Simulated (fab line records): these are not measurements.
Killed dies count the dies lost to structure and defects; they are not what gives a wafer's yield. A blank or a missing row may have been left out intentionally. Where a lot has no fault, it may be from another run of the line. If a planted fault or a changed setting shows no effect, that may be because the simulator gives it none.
Problem report in the 8D (eight disciplines) form, filled by code | flow sky130 | the parts of the form that need people (team, actions taken, sign-off) are left out

== 1. THE ISSUE ==
Mean NWELL_2_TW at SKY_NWELL_TW_MEAS_26: 756.1 over 6 wafers in 2 lots; fault-free wafers: 495.4, standard deviation 2.2. So: +99 or more standard deviations from the usual mean.
First observed at day 8 14:20: wafer L383.2, on film_metro-03. At this step, 36 wafers from 12 lots have a number in the record. By rule, "out" or "out of limits" means more than 4 standard deviations away from the usual mean. The rest of the wafers with a number are treated as sound.

== 2. WHAT IT IS; WHAT IT IS NOT ==
question                    | is                           | is not
which readings at this step | NWELL_2_TW                   | -
which lots                  | L383, L385                   | L370, L371, L373, L375, L377, L378, L386, L387, L390, L391
which wafers of those lots  | all that have a number       | -
read on which gauges        | film_metro-03, film_metro-04 | film_metro-01
when                        | from day 8 14:20             | up to then (18 sound wafers); but 12 sound wafers of L386, L387, L390, L391 came after

== 3. SUSPECTS, AND WHAT RULES EACH OUT ==
Counting: a tool stays on the suspect list if, at a process step up to the reading, it processed all lots that are out and no sound lot following the first of them.
- ruled out: the gauge at SKY_NWELL_TW_MEAS_26. The wafers that are out were read on 2 gauges (film_metro-03, film_metro-04).
- implanter-03 at SKY_NWELL_IMPLANT_24: kept. All lots that are out passed through it, beginning with L383 at day 8 14:06, and no sound lot followed; its final sound lot before that point was L378 at day 7 08:19. Out on those wafers are its own readings of dose_ions_cm2, faraday_current_uA.
Left after counting: implanter-03 at SKY_NWELL_IMPLANT_24.

== 4. THE CAUSE (what the simulator had put in) ==
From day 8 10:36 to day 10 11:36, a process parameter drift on implanter-03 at SKY_NWELL_IMPLANT_24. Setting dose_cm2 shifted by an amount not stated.
This tool alone remained once counting was done.

== 5. THE CHAIN OF EFFECTS, in route order ==
One row per reading whose mean, taken over the struck wafers that have a number, lies over 3 standard deviations from the usual. Only readings whose record carries a usual standard deviation are examined. hours: median over the lots of the time between each lot's start at the first step of this table that gives one and its start at this step. sigmas: the change, counted in usual standard deviations.
hours | step                 | reading            | usual     | on struck wafers | change     | sigmas
0     | SKY_NWELL_IMPLANT_24 | dose_ions_cm2      | 9.201e+12 | 3.539e+13        | +2.618e+13 | +99 or more
0     | SKY_NWELL_IMPLANT_24 | faraday_current_uA | 51.6      | 200.1            | +148.5     | +99 or more
0     | SKY_NWELL_TW_MEAS_26 | NWELL_2_TW         | 495.4     | 756.1            | +260.7     | +99 or more
Process steps it contains:
- SKY_NWELL_IMPLANT_24
Later steps that measure or inspect, where all struck wafers having a row at the step show a number for every such reading and not one has moved that far: SKY_LOCAL_INTERCONNECT_OVL_MEAS_12.

== 6. HOW IT WOULD HAVE BEEN CAUGHT EARLIER ==
In this record the first reading out of limits at a measuring or inspecting step was taken at day 8 14:20, 4 hours after the fault began at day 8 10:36.
At SKY_NWELL_IMPLANT_24, the tool's own readings (dose_ions_cm2, faraday_current_uA) were out on each struck wafer the step has a row for, so an alarm limit on them would have fired on the first such wafer.
Of the lots that are out (2), L385 began SKY_NWELL_IMPLANT_24 on implanter-03 after day 8 14:20. Had the tool been put on hold then, it would have been spared.
